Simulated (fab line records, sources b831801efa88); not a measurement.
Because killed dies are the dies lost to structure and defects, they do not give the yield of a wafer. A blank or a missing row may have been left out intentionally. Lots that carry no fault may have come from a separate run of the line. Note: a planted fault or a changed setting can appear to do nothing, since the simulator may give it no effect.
One fault seen from 2 desks ; flow sky130 ; what lay behind the numbers comes last; until then each desk has only its own

== DESK OF THE TOOL OWNER: implanter-01 ==
The tool's own readings at SKY_LDD_N_IMPLANT_13, given as means over the sampled wafers that have a number, one for each lot that went through this tool. The brackets show how far a lot's mean lies from the usual mean; more than 4 standard deviations puts the lot out of limits, marked OUT.
Columns: A = dose-ions-cm2 at SKY_LDD_N_IMPLANT_13, usual 5e+12; B = faraday-current-uA at SKY_LDD_N_IMPLANT_13, usual 28.2
lot;first seen here;A;B
L622;day 21 19:05;7e+12 (+99 or more) OUT;39.8 (+19) OUT
L624;day 22 01:04;7e+12 (+99 or more) OUT;39.5 (+19) OUT
L636;day 25 19:51;5e+12;28.7
This desk's verdict: out of limits on L622, L624, starting with L622 at day 21 19:05 (dose-ions-cm2 at SKY_LDD_N_IMPLANT_13). L636: within limits.

== METROLOGY DESK ==
What the gauges read, lot by lot, whatever tool the lot ran on: means of the sampled wafers that have a number. The brackets show how far a lot's mean lies from the usual mean; more than 4 standard deviations puts the lot out of limits, marked OUT.
Columns: A = LDD_N_OVL at SKY_LDD_N_OVL_MEAS_07, usual 0.2 nm
lot;first seen here;A
L622;day 21 18:17;0.7
L624;day 21 19:58;0.4
L626;day 22 14:04;0.4
L630;day 23 23:17;-1.8
L633;day 24 21:32;-0.2
L636;day 25 19:04;3.4
Result from this desk: across the 6 lots, nothing is out of limits.

== PUT TOGETHER ==
At day 21 19:05, on L622, L624, the tool owner's desk was in a position to raise an alarm.
Metrology desk: nothing out of limits seen.
The metrology desk has L622, L624 on record, within its limits.
SKY_LDD_N_IMPLANT_13 was run on implanter-01 by each of the lots named.

== WHAT THE SIMULATOR PUT IN ==
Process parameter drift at SKY_LDD_N_IMPLANT_13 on implanter-01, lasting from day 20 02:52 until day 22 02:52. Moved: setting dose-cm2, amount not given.
Lots struck among those shown: L622, L624.
Each desk's first reading out of limits, in hours after the fault started: the tool owner's desk, 40.
